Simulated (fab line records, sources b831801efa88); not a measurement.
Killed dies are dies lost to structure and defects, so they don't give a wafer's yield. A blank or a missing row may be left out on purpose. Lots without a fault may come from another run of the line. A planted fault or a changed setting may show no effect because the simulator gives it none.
A struck lot beside a sound one | flow gf180mcu | 18 steps out of a route of 602
Sound: wafers L886.1, L886.2, L886.3. Struck: wafers L894.4, L894.5, L894.6. The cause comes at the end.
At each step with rows: each side's tool, then ch and its chambers, then its first start. Under that, the readings that differ: sound wafers | struck wafers | difference of the means | sigmas: that difference in standard deviations of wafers without a fault.
alike: readings whose means differ by less than 2 such deviations, and words and numbers that are the same on both sides. not compared: withheld readings, readings that some wafer has no value for, bounds like >300 that may hide the same value, and numbers for which the record gives no deviation and whose values overlap.
The two part at a step that has a row with sigmas, a row that says differs or no value, or rows on one side only. Numbers that don't overlap but have no deviation are shown without sigmas and don't part them. A reading that every wafer of one side lacks parts them only if that side has two wafers or more.

first, 3 steps without rows for these wafers: GF_HV_LDD_EXPOSE_16 (exposes mask Pplus LV AREA, target cd 400 nm); GF_HV_LDD_PEB_17; GF_HV_LDD_DEVELOP_18 (develop time 60 s).
GF_HV_LDD_CD_MEAS_19: target cd 400 nm.
  sound on cd_sem-02, day 10 23:31; struck on cd_sem-02, day 13 18:08
  alike: cd_nm
GF_HV_LDD_OVL_MEAS_20:
  sound on overlay-01, day 10 23:38; struck on overlay-02, day 13 18:13
  alike: HV_LDD_01_OVL
then, 1 step without rows for these wafers: GF_HV_LDD_IMPLANT_21.
GF_HV_LDD_STRIP_22: strips in O2/N2.
  sound on plasma_asher-04 ch 0,1, day 10 23:49; struck on plasma_asher-03 ch 0,1, day 13 18:25
  reading           | sound                | struck               | difference | sigmas
  platen_temp_c (C) | 249.31 249.86 250.10 | 250.34 250.27 250.20 | +0.51      | +3
  alike: drypump_motor_current_A, heater_power_w, oes_product_au, strip_time_to_endpoint_s
  not compared: rf_hours_counter_h
GF_HV_LDD_TW_MEAS_23:
  sound on film_metro-02, day 10 23:55; struck on film_metro-02, day 13 18:31
  alike: HV_LDD_2_TW
then, 4 steps without rows for these wafers: GF_HV_LDD_DEHYDRATE_24 (time 60 s); GF_HV_LDD_HMDS_25 (prime time 60 s); GF_HV_LDD_COAT_26 (resist thk 1000 nm); GF_HV_LDD_SOFTBAKE_27 (time 60 s).
GF_HV_LDD_EXPOSE_28: exposes mask Nplus HV AREA, target cd 400 nm.
  sound on iline_stepper-02 ch 0, day 11 08:42; struck on iline_stepper-02 ch 0, day 14 04:40
  reading              | sound                | struck               | difference | sigmas
  exposure_dose_mJ_cm2 | 139.94 140.00 140.08 | 128.83 128.90 128.67 | -11.21     | -80
  alike: mask, reticle_temp_C
then, 2 steps without rows for these wafers: GF_HV_LDD_PEB_29; GF_HV_LDD_DEVELOP_30 (develop time 60 s).
GF_HV_LDD_CD_MEAS_31: target cd 400 nm.
  sound on cd_sem-01, day 11 17:47; struck on cd_sem-02, day 14 14:34
  reading    | sound             | struck            | difference | sigmas
  cd_nm (nm) | 400.4 398.4 397.7 | 378.6 378.1 377.2 | -20.9      | -10
GF_HV_LDD_OVL_MEAS_32:
  sound on overlay-02, day 11 17:54; struck on overlay-02, day 14 14:38
  alike: HV_LDD_02_OVL
GF_PASSIVATION_PROBE_99:
  the record has rows for the sound wafers here (prober-02, day 29 03:36) and none for the struck ones

WHERE THEY PART
First at GF_HV_LDD_STRIP_22; last, within this record, at GF_PASSIVATION_PROBE_99.

WHY: what the simulator had put in
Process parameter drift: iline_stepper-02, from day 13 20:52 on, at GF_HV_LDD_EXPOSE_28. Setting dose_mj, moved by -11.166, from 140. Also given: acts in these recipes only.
